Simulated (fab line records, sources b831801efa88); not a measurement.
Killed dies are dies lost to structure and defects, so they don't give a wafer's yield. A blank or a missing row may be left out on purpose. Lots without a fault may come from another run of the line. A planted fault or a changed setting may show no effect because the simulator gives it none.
One fault seen from 2 desks | flow sky130 | each desk has only its own numbers; what lay behind them comes last

THE TOOL OWNER'S DESK: lpcvd-03
The tool's own readings at SKY_SONOS_ONO_CVD_04 (deposits SiO2 from SiH4/N2O, target thk 5.7199 nm): means of the sampled wafers that have a number, for each lot that ran on this tool. A lot is out of limits, marked OUT, if its mean lies more than 4 standard deviations from the usual mean; the brackets give that distance.
Columns: A = pressure_mtorr at SKY_SONOS_ONO_CVD_04, usual 400.1 mTorr; B = susceptor_temp_C at SKY_SONOS_ONO_CVD_04, usual 900.0 C
lot  | first seen here | A                       | B
L117 | day 11 13:14    | 399.9                   | 900.3
L118 | day 11 17:20    | 399.8                   | 900.1
L119 | day 12 04:13    | 400.6                   | 900.1
L123 | day 13 08:50    | 401.4                   | 900.1
L124 | day 14 00:55    | 400.0                   | 899.6
L125 | day 14 05:23    | 400.4                   | 899.8
L128 | day 15 05:16    | 479.6 (+99 or more) OUT | 900.0
L131 | day 16 08:17    | 399.6                   | 899.7
L132 | day 16 19:41    | 400.2                   | 899.8
L139 | day 19 07:05    | 400.8                   | 900.1
L140 | day 19 08:20    | 400.2                   | 900.6
This desk's finding: out of limits on L128; first on L128, day 15 05:16 (pressure_mtorr at SKY_SONOS_ONO_CVD_04). In limits: L117, L118, L119, L123, L124, L125, L131, L132, L139, L140.

THE METROLOGY DESK
What the gauges read, lot by lot, whatever tool the lot ran on: means of the sampled wafers that have a number. A lot is out of limits, marked OUT, if its mean lies more than 4 standard deviations from the usual mean; the brackets give that distance.
Columns: A = cd_nm at SKY_FIELD_ISO_CD_MEAS_13, usual 150.5 nm; B = VT_ADJUST_HVTR_OVL at SKY_VT_ADJUST_HVTR_OVL_MEAS_08, usual 0.4 nm; C = SONOS_ONO_CVD_04_THK at SKY_SONOS_ONO_THK_MEAS_05, usual 5.75 nm; D = POLY_GATE_TW at SKY_RES_PROTECT_TW_MEAS_08, usual 4016
lot  | first seen here | A     | B    | C    | D
L117 | day 2 05:37     | 147.7 | -0.2 | 5.81 | 3975
L118 | day 2 09:01     | 149.7 | -1.7 | 5.71 | 4022
L119 | day 2 15:48     | 150.7 | -2.0 | 5.87 | 4003
L123 | day 3 13:19     | 151.7 | 1.8  | 5.71 | 4099
L124 | day 3 16:49     | 150.5 | 0.5  | 5.75 | 3965
L125 | day 3 23:47     | 153.2 | 0.8  | 5.97 | 4065
L128 | day 4 14:06     | 150.2 | 0.0  | 6.08 | 4019
L131 | day 5 05:49     | 153.1 | 1.1  | 5.82 | 4023
L132 | day 5 10:20     | 152.1 | 0.7  | 5.71 | 4004
L139 | day 7 03:21     | 149.8 | -0.7 | 5.78 | 3988
L140 | day 7 03:52     | 151.0 | 0.1  | 5.92 | 4012
This desk's finding: nothing out of limits on any of the 11 lots.

PUT TOGETHER
The tool owner's desk could have raised an alarm at day 15 05:16, on L128.
The metrology desk saw nothing out of limits.
The metrology desk has L128 on record, within its limits.
Of the lots named, all ran SKY_SONOS_ONO_CVD_04 on lpcvd-03.

WHAT THE SIMULATOR HAD PUT IN
Process parameter drift: lpcvd-03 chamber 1, from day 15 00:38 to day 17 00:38, at SKY_SONOS_ONO_CVD_04. Setting pressure_mtorr, moved by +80, from 400.
Lots struck among those shown: L128.
Hours from the fault's start to each desk's first reading out of limits: the tool owner's desk, 5.
